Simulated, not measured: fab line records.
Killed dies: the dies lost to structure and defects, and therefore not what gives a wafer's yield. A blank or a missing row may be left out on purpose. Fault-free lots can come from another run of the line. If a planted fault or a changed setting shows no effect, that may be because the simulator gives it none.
Chamber matching	flow sfq_line	SFQ_TRILAYER_I2_CMP_CMP_064 on cmp-01: 4 sister chambers
The step polishes SiO2. 18 wafers are shown with their chamber, then 8 later ones without.

== WAFERS WITH THEIR CHAMBER ==
wafer	chamber	motor_current_A (A)	time_to_endpoint_s (s)	retaining_ring_pressure_frac
L724.3	3	11.1	217	0.998
L724.4	0	11.9	222	1.000
L724.6	0	11.9	223	0.999
L725.2	3	12.0	214	1.015
L725.1	2	9.9	209	1.002
L725.6	3	10.6	216	1.012
L727.3	2	9.9	207	1.002
L727.4	3	11.6	221	0.999
L727.6	2	9.2	220	0.997
L728.2	0	11.1	214	1.007
L728.3	1	12.7	213	1.007
L728.6	3	11.7	215	0.999
L729.3	2	10.8	208	1.001
L729.4	1	11.7	212	0.996
L729.2	0	11.5	202	0.996
L730.4	1	11.6	219	0.997
L730.5	3	11.0	219	1.003
L730.6	0	11.1	218	1.009

SIGNATURES (averages over the wafers above)
reading	chamber 0	chamber 1	chamber 2	chamber 3	scatter within a chamber
motor_current_A	11.500	12.000	9.950	11.333	0.536
time_to_endpoint_s	215.80	214.67	211.00	217.00	5.74
retaining_ring_pressure_frac	1.00220	1.00000	1.00050	1.00433	0.00589
Rule: a wafer's distance from a chamber is the root of the sum, over the readings, of the square of ((its reading less the chamber's mean) divided by the reading's scatter). The wafer belongs to the nearest chamber; if the next one is less than 2 further off, it can't be placed. The scatter is the square root of a quotient: the sum, over the shown wafers, of each reading's squared deviation from its chamber's mean, divided by wafers minus chambers.

== WAFERS WHOSE CHAMBER IS MISSING ==
wafer	motor_current_A (A)	time_to_endpoint_s (s)	retaining_ring_pressure_frac
L734.4	11.6	217	1.000
L734.3	11.1	212	1.001
L734.5	10.9	215	1.001
L737.1	10.8	202	0.999
L737.5	11.3	230	1.001
L743.4	10.9	218	1.006
L743.2	12.4	213	1.000
L743.6	11.8	213	0.997

== WHICH CHAMBER EACH WENT THROUGH ==
wafer	from the rows above	in truth
L734.4	can't be placed: 0 or 1 or 3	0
L734.3	can't be placed: 0 or 3 or 1 or 2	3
L734.5	can't be placed: 3 or 0 or 2 or 1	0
L737.1	can't be placed: 2 or 0 or 3 or 1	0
L737.5	can't be placed: 3 or 0 or 1 or 2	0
L743.4	can't be placed: 3 or 0 or 2 or 1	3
L743.2	can't be placed: 1 or 0 or 3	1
L743.6	can't be placed: 1 or 0 or 3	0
Correctly placed: 0 of 8. Can't be placed from these rows: 8 (the true chamber is among the candidates in 8). 0 placed wrongly.
